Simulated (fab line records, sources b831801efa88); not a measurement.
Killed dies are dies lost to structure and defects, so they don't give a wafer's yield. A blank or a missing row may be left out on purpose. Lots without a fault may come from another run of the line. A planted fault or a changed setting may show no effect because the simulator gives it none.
A struck lot beside a sound one | flow sfq_line | 14 steps out of a route of 325
Sound: wafers L739.2, L739.5, L739.6. Struck: wafers L753.2, L753.3, L753.4. The cause comes at the end.
At each step with rows: each side's tool, then ch and its chambers, then its first start. Under that, the readings that differ: sound wafers | struck wafers | difference of the means | sigmas: that difference in standard deviations of wafers without a fault.
alike: readings whose means differ by less than 2 such deviations, and words and numbers that are the same on both sides. not compared: withheld readings, readings that some wafer has no value for, bounds like >300 that may hide the same value, and numbers for which the record gives no deviation and whose values overlap.
The two part at a step that has a row with sigmas, a row that says differs or no value, or rows on one side only. Numbers that don't overlap but have no deviation are shown without sigmas and don't part them. A reading that every wafer of one side lacks parts them only if that side has two wafers or more.

first, 2 steps without rows for these wafers: SFQ_TRILAYER_R5_LITHO_PEB_139 (peb time 60 s); SFQ_TRILAYER_R5_LITHO_DEVELOP_138 (time 60 s).
SFQ_R5_OVL_MEAS_935:
  sound on overlay-02, day 69 06:41; struck on overlay-02, day 77 01:05
  alike: R5_OVL
SFQ_TRILAYER_R5_BARC_OPEN_METAL_ETCH_177: etches BARC in O2, target depth 125 nm, time 41.7 s.
  sound on rie_metal-01 ch 0,1, day 69 06:43; struck on rie_metal-01 ch 0,1, day 77 01:07
  alike: drypump_motor_current_A, oes_product_au
  not compared: rf_hours_counter_h
SFQ_TRILAYER_R5_ETCH_METAL_ETCH_139: etches the open film in Cl2, stops on SiO2, target depth 60 nm, time 40 s.
  sound on rie_metal-01 ch 0,1, day 69 06:46; struck on rie_metal-01 ch 0,1, day 77 01:10
  alike: drypump_motor_current_A, oes_product_au
  not compared: rf_hours_counter_h
SFQ_TRILAYER_R5_STRIP_STRIP_140: strips in O2.
  sound on rie_metal-01 ch 0,1, day 69 06:50; struck on rie_metal-01 ch 0,1, day 77 01:13
  alike: drypump_motor_current_A, oes_product_au
  not compared: rf_hours_counter_h
then, 1 step without rows for these wafers: SFQ_TRILAYER_R5_STRIP_SOLV_CLEAN_141 (cleans in NMP, time 600 s).
SFQ_TRILAYER_A5C_DEP_PECVD_142: deposits SiO2 from SiH4/N2O, time 15.556 s, target thk 70 nm.
  sound on pecvd-04 ch 1,2, day 69 07:36; struck on pecvd-03 ch 0,2, day 77 02:00
  alike: heater_power_w, throttle_valve_pct
then, 4 steps without rows for these wafers: SFQ_TRILAYER_I5_LITHO_COAT_149 (resist thk 62 nm); SFQ_TRILAYER_I5_LITHO_COAT_144 (resist thk 650 nm); SFQ_TRILAYER_I5_LITHO_SOFTBAKE_148; SFQ_TRILAYER_I5_LITHO_EXPOSE_145 (exposes mask I5, target cd 700 nm).
SFQ_TRILAYER_I5_LITHO_PEB_147: peb time 60 s.
  sound on litho_track-02 ch 0, day 69 14:48; struck on litho_track-04, day 78 07:39
  no value came back on the struck wafers for chill_plate_temp_C (C), exhaust_pa (Pa), heater_power_total_W (W); on the sound wafers chill_plate_temp_C (C) reads 22.95 22.90 23.04
then, 1 step without rows for these wafers: SFQ_TRILAYER_I5_LITHO_DEVELOP_146 (time 60 s).

WHERE THEY PART
Only at SFQ_TRILAYER_I5_LITHO_PEB_147, within this record.

WHY: what the simulator had put in
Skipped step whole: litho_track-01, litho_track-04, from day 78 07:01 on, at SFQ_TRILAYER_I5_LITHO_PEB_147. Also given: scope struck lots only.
